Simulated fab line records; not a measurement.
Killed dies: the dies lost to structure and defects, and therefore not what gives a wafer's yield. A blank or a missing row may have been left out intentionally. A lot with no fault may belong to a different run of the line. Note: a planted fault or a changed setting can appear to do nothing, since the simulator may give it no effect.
fab line records -- flow sky130
record lots=5, wafers=15, last-day=49
route steps=708 shown FIELD_ISO@16 PAD_OPEN@708
lots with no fault: from the same line, run without faults
start-h: hours from the record's opening day to when the first of the lot's shown wafers began -- wait-h: how many hours have passed since the lot's step before this one -- " unchanged from the row above -- L1.1+2: a row that stands for several wafers -- - either no value or no given start -- * or withheld: withheld -- < > ~ a bound
route shown NAME@n: a module of which the file shows steps, and the number in the route of the first -- usual: average and standard deviation across the fault-free wafers -- same: alike in all rows -- chamber/n: place in a boat -- sites: per-site readings -- _std_site: standard deviation across them -- _edge_site: mean of outer sites minus mean of inner sites -- radius-mm: how far each site lies from the wafer's centre -- mask NAME#n: copy n -- behind: the tool/chamber that last shaped the wafer -- hold: what put the lot on hold/how long, in hours/how the hold closed -- device: the n, p or np transistor that did not switch -- end of line: tests of these same wafers at the route's end -- where a step has no rows: the recipe by itself -- killed: count of dies lost to structure and defects at first sort (not the wafer's yield) -- map: dies across one wafer; x = killed, . = not, _ = none there
set.NAME: the setting that was run; set.NAME@STEP: the one run at that earlier step -- model.NAME: the simulator's own value behind a step, which no gauge read
lots at some steps of the route; a table a step, a row a wafer
services: from which hour (start-h, from the record's first day; less than 0 if before it) a tool's chamber was out of use, for how many hours, and why
## steps
# step SKY_FIELD_ISO_ETCH_15
# recipe chemistry=CHF3/O2, target-depth-nm=180, stop-on=Si, source-w=600, bias-w=200, pressure-mtorr=40, chf3-flow-sccm=50, O2_flow_sccm=5, time-s=72
# usual drypump-motor-current-A=5.8/0.52, oes-product-au=0.945/0.0066, throttle-valve-pct=8.843/0.0093
lot.wafer,tool,chamber,start-h,wait-h,drypump-motor-current-A,oes-product-au,rf-hours-counter-h,throttle-valve-pct
L875.2,rie-diel-04,1,44.39,0.0,5.6,0.950,11,8.849
L875.3,rie-diel-04,3,44.39,0.0,5.5,0.945,30,8.840
L875.4,rie-diel-04,2,44.39,0.0,5.7,0.947,108,8.834
L877.3,rie-diel-04,0,57.26,0.0,6.7,0.948,150,8.861
L877.4,rie-diel-04,3,57.26,0.0,5.5,0.941,30,8.857
L877.5,rie-diel-04,3,57.26,0.0,5.5,0.954,-,8.835
L883.1,rie-diel-03,2,84.86,0.0,6.2,0.935,74,8.832
L883.5,rie-diel-03,0,84.86,0.0,5.0,0.936,-,8.842
L883.6,rie-diel-03,1,84.86,0.0,6.4,0.928,-,8.842
L888.1,rie-diel-04,1,112.33,0.0,5.7,0.952,12,8.841
L888.4,rie-diel-04,2,112.33,0.0,5.7,0.947,108,8.852
L888.5,rie-diel-04,3,112.33,0.0,5.6,0.951,-,8.850
L892.2,rie-diel-04,1,131.63,0.0,5.6,0.949,12,8.829
L892.3,rie-diel-04,2,131.63,0.0,5.7,0.950,109,8.838
L892.4,rie-diel-04,3,131.63,0.0,5.6,0.951,32,8.830
# step SKY_FIELD_ISO_STRIP_16
# recipe chemistry=O2/N2, power-w=1400, pressure-mtorr=1500, platen-temp-c=withheld, o2-flow-sccm=3000, n2-flow-sccm=300, overash-fraction=0.5
# usual drypump-motor-current-A=5.6/0.48, oes-product-au=0.379/0.0039, strip-time-to-endpoint-s=3.590/0.029
lot.wafer,tool,chamber,start-h,wait-h,drypump-motor-current-A,oes-product-au,rf-hours-counter-h,strip-time-to-endpoint-s
L875.2,plasma-asher-01,1,44.45,0.0,6.3,0.378,37,3.564
L875.3,plasma-asher-01,0,44.45,0.0,4.8,0.379,-,3.574
L875.4,plasma-asher-01,1,44.45,0.0,6.2,0.371,-,3.569
L877.3,plasma-asher-03,0,57.35,0.1,5.8,0.381,-,3.564
L877.4,plasma-asher-03,1,57.35,0.1,5.4,0.369,-,3.586
L877.5,plasma-asher-03,0,57.35,0.1,5.7,0.374,-,3.575
L883.1,plasma-asher-01,0,84.92,0.0,4.8,0.381,41,3.595
L883.5,plasma-asher-01,0,84.92,0.0,4.8,0.378,-,3.542
L883.6,plasma-asher-01,1,84.92,0.0,6.3,0.379,-,3.611
L888.1,plasma-asher-01,0,112.38,0.0,4.8,0.377,44,3.607
L888.4,plasma-asher-01,0,112.38,0.0,4.8,0.380,-,3.604
L888.5,plasma-asher-01,0,112.38,0.0,4.8,0.376,-,3.600
L892.2,plasma-asher-01,1,131.68,0.0,6.2,0.377,46,3.626
L892.3,plasma-asher-01,0,131.68,0.0,4.8,0.377,-,3.589
L892.4,plasma-asher-01,1,131.68,0.0,6.2,0.379,-,3.606
# step SKY_FIELD_ISO_ETCH_17
# recipe target-depth-a=3420, mask-material=Si3N4, chemistry=HBr/Cl2/O2, target=Si, taper-deg=5, icp-w=600, bias-w=150, pressure-mtorr=15, HBr_flow_sccm=150, Cl2_flow_sccm=40, O2_flow_sccm=6, time-s=97.7
# usual drypump-motor-current-A=5.8/0.34, oes-product-au=0.996/0.013, throttle-valve-pct=25.658/0.012
lot.wafer,tool,chamber,start-h,wait-h,drypump-motor-current-A,oes-product-au,rf-hours-counter-h,throttle-valve-pct
L875.2,rie-si-02,2,44.55,0.1,5.6,0.998,80,25.659
L875.3,rie-si-02,3,44.55,0.1,5.7,1.000,133,25.637
L875.4,rie-si-02,1,44.55,0.1,5.5,1.012,96,25.662
L877.3,rie-si-01,0,57.42,0.0,5.7,0.994,84,25.651
L877.4,rie-si-01,3,57.42,0.0,5.5,0.986,91,25.661
L877.5,rie-si-01,1,57.42,0.0,6.4,1.007,-,25.665
L883.1,rie-si-02,1,85.02,0.1,5.5,1.014,96,25.655
L883.5,rie-si-02,2,85.02,0.1,5.6,0.994,-,25.649
L883.6,rie-si-02,1,85.02,0.1,5.5,1.008,-,25.649
L888.1,rie-si-01,3,112.48,0.1,5.5,0.969,91,25.670
L888.4,rie-si-01,1,112.48,0.1,6.4,0.985,40,25.670
L888.5,rie-si-01,1,112.48,0.1,6.3,0.979,-,25.666
L892.2,rie-si-02,0,131.78,0.1,6.4,0.979,0,25.668
L892.3,rie-si-02,1,131.78,0.1,5.6,1.008,97,25.646
L892.4,rie-si-02,2,131.78,0.1,5.6,0.996,81,25.658
# step SKY_FIELD_ISO_WET_ETCH_18
# recipe chemistry=H3PO4, target-depth-nm=25, temp-c=160, target=Si3N4, time-s=286
# step SKY_FIELD_ISO_CLEAN_19
# recipe chemistry=SC1/SC2, mix=1:4:20, temp-c=70, time-s=150
# step SKY_FIELD_ISO_CLEAN_20
# recipe chemistry=dHF, time-s=20, dilution=100:1
# step SKY_FIELD_ISO_WET_ETCH_21
# recipe chemistry=dHF, dilution=100:1, target-depth-nm=20, dry=ipa-marangoni, target=SiO2, temp-c=25, time-s=400
# step SKY_FIELD_ISO_OXIDATION_22
# recipe temp-c=950, ambient=O2, stabilise-s=600, purge-s=300, target-thk-a=100, ox-time-s=623
# step SKY_FIELD_ISO_THK_MEAS_23
# recipe reads=SiO2_of_FIELD_ISO_OXIDATION_22
# usual FIELD_ISO_OXIDATION_01_THK=9.97/0.16
lot.wafer,tool,chamber,start-h,wait-h,FIELD_ISO_OXIDATION_01_THK[nm]
L875.2,film-metro-02,-,47.08,0.0,9.98
L875.3,film-metro-02,-,47.08,0.0,9.90
L875.4,film-metro-02,-,47.08,0.0,9.91
L877.3,film-metro-01,-,59.78,0.0,10.10
L877.4,film-metro-01,-,59.78,0.0,10.03
L877.5,film-metro-01,-,59.78,0.0,9.91
L883.1,film-metro-04,-,88.24,0.0,10.03
L883.5,film-metro-04,-,88.24,0.0,9.90
L883.6,film-metro-04,-,88.24,0.0,9.87
L888.1,film-metro-01,-,115.47,0.0,9.75
L888.4,film-metro-01,-,115.47,0.0,9.81
L888.5,film-metro-01,-,115.47,0.0,9.98
L892.2,film-metro-01,-,134.53,0.0,9.95
L892.3,film-metro-01,-,134.53,0.0,10.16
L892.4,film-metro-01,-,134.53,0.0,10.04
# step SKY_FIELD_ISO_CVD_24
# recipe material=SiO2, target-thk-nm=595, temp-c=650, sigma-open-frac=0.3, time-s=99.2, sih4-flow-sccm=60, pressure-mtorr=6
# step SKY_FIELD_ISO_THK_MEAS_25
# recipe reads=SiO2_of_FIELD_ISO_CVD_24
# usual FIELD_ISO_CVD_24_THK=593/5.6
lot.wafer,tool,chamber,start-h,wait-h,FIELD_ISO_CVD_24_THK[nm]
L875.2,film-metro-02,-,47.21,0.0,592
L875.3,film-metro-02,-,47.21,0.0,589
L875.4,film-metro-02,-,47.21,0.0,588
L877.3,film-metro-04,-,59.91,0.1,592
L877.4,film-metro-04,-,59.91,0.1,587
L877.5,film-metro-04,-,59.91,0.1,583
L883.1,film-metro-04,-,88.37,0.0,593
L883.5,film-metro-04,-,88.37,0.0,586
L883.6,film-metro-04,-,88.37,0.0,583
L888.1,film-metro-01,-,115.60,0.0,584
L888.4,film-metro-01,-,115.60,0.0,589
L888.5,film-metro-01,-,115.60,0.0,589
L892.2,film-metro-04,-,134.66,0.0,586
L892.3,film-metro-04,-,134.66,0.0,603
L892.4,film-metro-04,-,134.66,0.0,598
# step SKY_FIELD_ISO_ANNEAL_26
# recipe temp-c=1000, time-s=1800, ambient=N2
# step SKY_FIELD_ISO_CMP_27
# recipe stop-on=Si3N4, t-overpolish-s=16, down-force-psi=4, platen-rpm=60, target-thk-nm=457.8, pad-velocity-m-s=0.94248
# usual motor-current-A=12.5/1.6, overpolish-run-s=16.000/0.01, time-to-endpoint-s=112/4.2
lot.wafer,tool,chamber,start-h,wait-h,motor-current-A,overpolish-run-s,time-to-endpoint-s
L875.2,cmp-01,2,50.76,0.0,12.7,15.971,117
L875.3,cmp-01,3,50.76,0.0,11.0,15.992,115
L875.4,cmp-01,0,50.76,0.0,15.1,15.990,112
L877.4,cmp-02,3,61.50,0.1,11.4,16.003,108
L877.3,cmp-02,1,61.50,0.1,11.6,15.990,113
L877.5,cmp-02,2,61.50,0.1,10.7,16.001,116
L883.1,cmp-02,3,91.14,0.1,12.1,16.006,105
L883.5,cmp-02,1,91.14,0.1,13.1,16.013,108
L883.6,cmp-02,2,91.14,0.1,10.1,16.007,58
L888.4,cmp-01,0,117.67,0.1,15.2,15.999,107
L888.1,cmp-01,1,117.67,0.1,11.8,15.996,112
L888.5,cmp-01,3,117.67,0.1,11.0,15.982,115
L892.2,cmp-01,3,137.98,0.0,11.5,15.999,115
L892.4,cmp-01,1,137.98,0.0,12.2,16.013,113
L892.3,cmp-01,2,137.98,0.0,13.1,16.021,113
# step SKY_FIELD_ISO_WET_ETCH_28
# recipe chemistry=dHF, target-depth-nm=23.7, target=SiO2, dilution=10:1, temp-c=25, time-s=47
# step SKY_PAD_OPEN_PROBE_99
# usual killed_at_M0_to_M3=43/6.4, killed_at_M4_up=3.5/1.8, killed-at-contacts=25/5.7, killed-at-front-end=15/3.9, killed-at-other=0.3/0.67, killed-dies=87/8.6, killed-on-rim=17/3.9, killed-open=47/6.7, killed-short=39/5.9
# same gross-dies=492, killed-at-back-side=0
lot.wafer,tool,chamber,start-h,wait-h,killed_at_M0_to_M3,killed_at_M4_up,killed-at-contacts,killed-at-front-end,killed-at-other,killed-dies,killed-on-rim,killed-open,killed-short
L875.2,prober-01,-,1091.11,0.1,55,5,18,10,0,88,15,43,45
L875.3,prober-01,-,1091.16,0.2,56,4,21,12,0,93,24,47,46
L875.4,prober-01,-,1091.21,0.2,30,4,25,19,0,78,10,47,31
L877.3,prober-01,-,1109.23,0.2,47,5,20,11,0,83,13,41,42
L877.4,prober-01,-,1109.28,0.2,38,6,26,12,1,83,18,45,38
L877.5,prober-01,-,1109.33,0.2,47,8,30,9,0,94,24,47,46
L883.1,prober-02,-,1142.13,0.1,40,3,19,17,0,79,16,37,42
L883.5,prober-02,-,1142.33,0.2,40,5,27,12,0,84,18,49,34
L883.6,prober-02,-,1142.38,0.2,42,3,34,17,0,96,20,56,39
L888.1,prober-02,-,1170.60,0.1,52,3,27,14,1,97,22,52,45
L888.4,prober-02,-,1170.75,0.2,43,3,26,18,0,90,17,55,35
L888.5,prober-02,-,1170.80,0.2,48,4,19,20,0,91,20,46,45
L892.2,prober-02,-,1182.65,0.1,46,4,25,19,1,95,20,56,39
L892.3,prober-02,-,1182.70,0.2,38,3,20,18,0,79,9,43,36
L892.4,prober-02,-,1182.75,0.2,45,6,15,12,0,78,11,35,43
# killed by level:class
L875.2 VIA1:geometric-particle:open=12 CONTACT:geometric-particle:open=9 VIA1:geometric-particle:short=8 METAL1:geometric-particle:short=8 VIA3:geometric-particle:open=5 VIA2:geometric-particle:short=5 METAL4:geometric-particle:short=5 LI_CONTACT:geometric-particle:open=4
L875.3 METAL2:geometric-particle:short=10 VIA1:geometric-particle:open=9 VIA2:geometric-particle:open=9 CONTACT:geometric-particle:open=8 FIELD_ISO:geometric-particle:short=6 VIA1:geometric-particle:short=6 METAL1:geometric-particle:short=5 LI_CONTACT:geometric-particle:open=4
L875.4 CONTACT:geometric-particle:open=11 FIELD_ISO:geometric-particle:open=7 FIELD_ISO:geometric-particle:short=5 CONTACT:geometric-particle:short=5 LI_CONTACT:geometric-particle:open=5 VIA1:geometric-particle:open=5 VIA2:geometric-particle:open=5 LI_CONTACT:geometric-particle:short=4
L877.3 VIA1:geometric-particle:open=10 CONTACT:geometric-particle:open=9 VIA2:geometric-particle:open=6 VIA3:geometric-particle:open=6 VIA3:geometric-particle:short=6 POLY_GATE:geometric-particle:short=5 METAL2:geometric-particle:short=5 VIA2:geometric-particle:short=4
L877.4 VIA3:geometric-particle:open=8 LI_CONTACT:geometric-particle:open=7 LOCAL_INTERCONNECT:geometric-particle:short=6 VIA1:geometric-particle:open=6 FIELD_ISO:geometric-particle:open=5 CONTACT:geometric-particle:short=5 CONTACT:geometric-particle:open=5 METAL2:geometric-particle:short=5
L877.5 CONTACT:geometric-particle:open=13 VIA3:geometric-particle:open=9 METAL1:geometric-particle:short=7 VIA1:geometric-particle:short=6 VIA1:geometric-particle:open=6 METAL4:geometric-particle:short=6 LI_CONTACT:geometric-particle:open=5 CONTACT:geometric-particle:short=5
L883.1 VIA1:geometric-particle:open=10 FIELD_ISO:geometric-particle:short=7 LI_CONTACT:geometric-particle:open=7 VIA3:geometric-particle:open=6 VIA3:geometric-particle:short=6 POLY_GATE:geometric-particle:open=4 LI_CONTACT:geometric-particle:short=4 LOCAL_INTERCONNECT:geometric-particle:short=4
L883.5 VIA1:geometric-particle:open=9 CONTACT:geometric-particle:open=9 METAL1:geometric-particle:short=9 CONTACT:geometric-particle:short=7 LI_CONTACT:geometric-particle:open=6 VIA2:geometric-particle:open=6 POLY_GATE:geometric-particle:open=4 FIELD_ISO:geometric-particle:open=3
L883.6 VIA1:geometric-particle:open=15 CONTACT:geometric-particle:open=10 LI_CONTACT:geometric-particle:open=8 LOCAL_INTERCONNECT:geometric-particle:short=6 CONTACT:geometric-particle:short=5 VIA3:geometric-particle:open=5 POLY_GATE:geometric-particle:open=4 METAL1:geometric-particle:short=4
L888.1 VIA2:geometric-particle:open=11 LI_CONTACT:geometric-particle:open=9 CONTACT:geometric-particle:open=9 METAL1:geometric-particle:short=9 METAL2:geometric-particle:short=8 VIA3:geometric-particle:open=8 VIA1:geometric-particle:open=6 VIA2:geometric-particle:short=5
L888.4 LI_CONTACT:geometric-particle:open=14 VIA1:geometric-particle:open=10 FIELD_ISO:geometric-particle:open=9 VIA3:geometric-particle:open=7 VIA2:geometric-particle:open=6 VIA3:geometric-particle:short=4 POLY_GATE:geometric-particle:short=4 CONTACT:geometric-particle:open=4
L888.5 CONTACT:geometric-particle:open=8 VIA3:geometric-particle:open=8 FIELD_ISO:geometric-particle:open=6 METAL1:geometric-particle:short=6 LI_CONTACT:geometric-particle:open=5 VIA1:geometric-particle:short=5 VIA1:geometric-particle:open=5 METAL3:geometric-particle:short=5
L892.2 VIA1:geometric-particle:open=17 VIA2:geometric-particle:open=9 CONTACT:geometric-particle:open=7 CONTACT:geometric-particle:short=6 LI_CONTACT:geometric-particle:short=5 POLY_GATE:geometric-particle:open=4 LI_CONTACT:geometric-particle:open=4 METAL2:geometric-particle:short=4
L892.3 VIA1:geometric-particle:open=11 VIA2:geometric-particle:open=7 FIELD_ISO:geometric-particle:open=6 LI_CONTACT:geometric-particle:open=6 METAL1:geometric-particle:short=6 CONTACT:geometric-particle:open=5 VIA1:geometric-particle:short=5 FIELD_ISO:geometric-particle:short=4
L892.4 VIA1:geometric-particle:open=9 VIA3:geometric-particle:open=9 VIA1:geometric-particle:short=8 FIELD_ISO:geometric-particle:short=5 METAL1:geometric-particle:short=5 VIA2:geometric-particle:open=5 CONTACT:geometric-particle:short=4 METAL4:geometric-particle:short=4
## services
tool,chamber,start-h,hours,kind
rie-si-02,0,31.07,5.2,repair
rie-si-01,-,34.73,4.3,pm
cmp-02,-,51.22,1.9,repair
rie-si-02,2,56.74,8.9,repair
cmp-02,-,62.39,5.7,pm
cmp-02,-,68.49,0.3,repair
rie-si-01,1,72.77,1.4,repair
rie-diel-04,-,74.63,18.7,repair
rie-diel-03,1,75.91,1.9,repair
cmp-01,-,76.60,4.5,pm
cmp-01,-,82.29,4.0,pm
cmp-01,-,86.29,-,consumable-replace:conditioner
cmp-01,-,86.29,-,consumable-replace:pad
cmp-01,-,95.74,2.4,repair
cmp-01,-,95.80,2.4,repair
rie-diel-03,2,99.70,9.1,repair
rie-si-01,-,100.41,4.0,pm
plasma-asher-03,-,108.75,9.0,pm
rie-si-02,-,111.67,2.8,pm
rie-si-02,0,115.74,-,clean
rie-si-02,0,115.74,12.2,scheduled-down
cmp-01,-,119.46,15.9,repair
rie-si-01,2,120.84,10.8,repair
rie-diel-04,1,126.23,4.2,repair
## key
first-sign step=SKY_FIELD_ISO_CMP_27, reading=time-to-endpoint-s, direction=down, sigmas=13, usual=*, struck=*
effect none on later readings
met-at SKY_FIELD_ISO_CMP_27
struck-wafers L883.6
tester-left-out L883
onset-between 61.50 91.14
fault kind=process-parameter-drift, tool=cmp-02, chamber=2, onset-h=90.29, steps=SKY_FIELD_ISO_CMP_27, channel=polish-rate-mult, offset=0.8, shape=step, end-h=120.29
# tester-left-out: of these lots the tester's yield and bins aren't shown, on N5 and GAA mostly nor the transistor test; their killed dies are dies lost to structure and defects alone, not to doping, threshold or leakage, so they don't give the yield
